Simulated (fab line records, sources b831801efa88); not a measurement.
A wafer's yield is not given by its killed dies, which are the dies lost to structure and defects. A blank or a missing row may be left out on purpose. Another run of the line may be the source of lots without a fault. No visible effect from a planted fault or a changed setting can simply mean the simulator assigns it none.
Comparing a struck lot with a sound one | flow sky130 | 43 out of 708 route steps
Sound: wafers L137.1, L137.4, L137.6. Struck: wafer L146.1 (left out: L146.4, L146.6 of the same lot, which were not struck); the cause appears at the end.
At each step with rows: each side's tool, then ch and its chambers, then its first start. Under that, the readings that differ: sound wafers | struck wafers | difference of the means | sigmas: that difference in standard deviations of wafers without a fault.
alike: a reading whose means differ by less than 2 such deviations, as well as words and numbers matching on both sides. not compared: withheld readings; readings where some wafer has no value; bounds like >300 that might hide an equal value; numbers whose values overlap and for which the record gives no deviation.
The two part at a step that has a row with sigmas, a row that says differs or no value, or rows on one side only. Non-overlapping numbers with no deviation appear without sigmas and do not part them. A reading missing from all wafers of one side parts the sides only when that side holds two or more wafers.

SKY_SPACER_ETCHBACK_02: etches Si3N4 in CH3F/O2, stops on SiO2, time 46.7 s, target depth 45 nm.
  sound on rie_diel-03 ch 0,1,2, day 24 01:08; struck on rie_diel-03 ch 1, day 28 03:23
  reading                     | sound                | struck | difference | sigmas
  drypump_motor_current_A (A) | 6.1 6.2 5.1          | 5.1    | -0.7       | -2
  throttle_valve_pct (%)      | 10.571 10.554 10.551 | 10.585 | +0.026     | +3
  alike: oes_product_au
  not compared: rf_hours_counter_h
then, 8 steps without rows for these wafers: SKY_POLY_CUT_DEHYDRATE_00 (time 60 s); SKY_POLY_CUT_HMDS_01 (prime time 60 s); SKY_POLY_CUT_COAT_02 (resist thk 60 nm); SKY_POLY_CUT_COAT_03 (resist thk 450 nm); SKY_POLY_CUT_SOFTBAKE_04 (time 90 s); SKY_POLY_CUT_EXPOSE_05 (exposes mask NPCM, target cd 270 nm); SKY_POLY_CUT_PEB_06; SKY_POLY_CUT_DEVELOP_07 (develop time 60 s).
SKY_POLY_CUT_CD_MEAS_08 targets a cd of 270 nm.
  sound on cd_sem-02, day 25 06:38; struck on cd_sem-01, day 29 08:31
  alike: cd_nm
SKY_POLY_CUT_OVL_MEAS_09:
  sound on overlay-01, day 25 06:46; struck on overlay-02, day 29 08:38
  alike: POLY_CUT_OVL
SKY_POLY_CUT_ETCH_10: etches BARC in N2/H2, stops on SiO2, time 45.9 s, target depth 60 nm.
  sound on rie_diel-02 ch 0,2,3, day 25 06:48; struck on rie_diel-03 ch 0, day 29 08:41
  alike: drypump_motor_current_A, oes_product_au, throttle_valve_pct
  not compared: rf_hours_counter_h
SKY_POLY_CUT_ETCH_11: etches Si3N4 in CF4/CH2F2/Ar, stops on poly-Si, time 42.5 s, target depth 60 nm.
  sound on rie_diel-02 ch 0,2,3, day 25 06:50; struck on rie_diel-03 ch 0, day 29 08:43
  reading            | sound             | struck | difference | sigmas
  mfc_ar_sccm (sccm) | 149.8 149.0 149.3 | 150.4  | +1.0       | +2
  alike: drypump_motor_current_A, oes_product_au, throttle_valve_pct
  not compared: rf_hours_counter_h
SKY_POLY_CUT_STRIP_12: strips in O2/N2.
  sound on plasma_asher-03 ch 1, day 25 06:53; struck on plasma_asher-04 ch 1, day 29 08:46
  reading                      | sound             | struck | difference | sigmas
  strip_time_to_endpoint_s (s) | 5.336 5.340 5.336 | 5.378  | +0.041     | +3
  alike: drypump_motor_current_A, oes_product_au
  not compared: rf_hours_counter_h
then, 7 steps without rows for these wafers: SKY_SD_P_DEHYDRATE_00 (time 60 s); SKY_SD_P_HMDS_01 (prime time 60 s); SKY_SD_P_COAT_02 (resist thk 1140 nm); SKY_SD_P_SOFTBAKE_03 (time 60 s); SKY_SD_P_EXPOSE_04 (exposes mask PSDM, target cd 380 nm); SKY_SD_P_PEB_05; SKY_SD_P_DEVELOP_06 (develop time 60 s).
SKY_SD_P_CD_MEAS_07 targets a cd of 380 nm.
  sound on cd_sem-02, day 26 11:37; struck on cd_sem-01, day 30 13:13
  alike: cd_nm
SKY_SD_P_OVL_MEAS_08:
  sound on overlay-01, day 26 11:44; struck on overlay-01, day 30 13:20
  alike: SD_P_OVL
next, for these wafers, 1 step has no rows: SKY_SD_P_IMPLANT_09.
SKY_SD_P_STRIP_10: strips in O2/N2.
  sound on plasma_asher-02 ch 0,1, day 26 11:56; struck on plasma_asher-04 ch 1, day 30 13:32
  alike: drypump_motor_current_A, oes_product_au, strip_time_to_endpoint_s
  not compared: rf_hours_counter_h
SKY_SD_P_TW_MEAS_11:
  sound on film_metro-03, day 26 12:02; struck on film_metro-02, day 30 13:38
  alike: SD_P_TW
then, 8 steps without rows for these wafers: SKY_RES_XHIGH_DEHYDRATE_00 (time 60 s); SKY_RES_XHIGH_HMDS_01 (prime time 60 s); SKY_RES_XHIGH_COAT_02 (resist thk 1140 nm); SKY_RES_XHIGH_SOFTBAKE_03 (time 60 s); SKY_RES_XHIGH_EXPOSE_04 (exposes mask URPM, target cd 1270 nm); SKY_RES_XHIGH_PEB_05; SKY_RES_XHIGH_DEVELOP_06 (develop time 60 s); SKY_RES_XHIGH_IMPLANT_07.
SKY_RES_XHIGH_STRIP_08: strips in O2/N2.
  sound on plasma_asher-01 ch 0,1, day 27 16:53; struck on plasma_asher-01 ch 1, day 31 17:32
  reading                      | sound             | struck | difference | sigmas
  strip_time_to_endpoint_s (s) | 14.37 14.38 14.36 | 14.26  | -0.11      | -3
  alike: drypump_motor_current_A, oes_product_au
  not compared: rf_hours_counter_h
SKY_RES_XHIGH_TW_MEAS_09:
  sound on film_metro-02, day 27 16:59; struck on film_metro-04, day 31 17:38
  alike: RES_XHIGH_TW
then, 6 steps without rows for these wafers: SKY_SD_N_DEHYDRATE_00 (time 60 s); SKY_SD_N_HMDS_01 (prime time 60 s); SKY_SD_N_COAT_02 (resist thk 1140 nm); SKY_SD_N_SOFTBAKE_03 (time 60 s); SKY_SD_N_EXPOSE_04 (exposes mask NSDM, target cd 380 nm); SKY_SD_N_PEB_05.
-- record jumps: 18 days separate the struck wafers' starts on either side; left off in module SD_N, taken up again in module PAD_OPEN, whose first shown step is the route's number 708 --
SKY_PAD_OPEN_PROBE_99:
  sound on prober-02, day 46 07:31; struck on prober-02, day 49 12:27
  reading             | sound    | struck | difference | sigmas
  killed_at_front_end | 14 11 5  | 102    | +92        | +20
  killed_dies         | 91 86 69 | 171    | +89        | +9
  killed_on_rim       | 19 17 12 | 71     | +55        | +13
  alike: killed_at_M0_to_M3, killed_at_M4_up, killed_at_contacts, killed_at_other, killed_open, killed_short

## WHERE THEY PART
Earliest at SKY_SPACER_ETCHBACK_02; latest, in this record, at SKY_PAD_OPEN_PROBE_99.

WHY: what had been put in by the simulator
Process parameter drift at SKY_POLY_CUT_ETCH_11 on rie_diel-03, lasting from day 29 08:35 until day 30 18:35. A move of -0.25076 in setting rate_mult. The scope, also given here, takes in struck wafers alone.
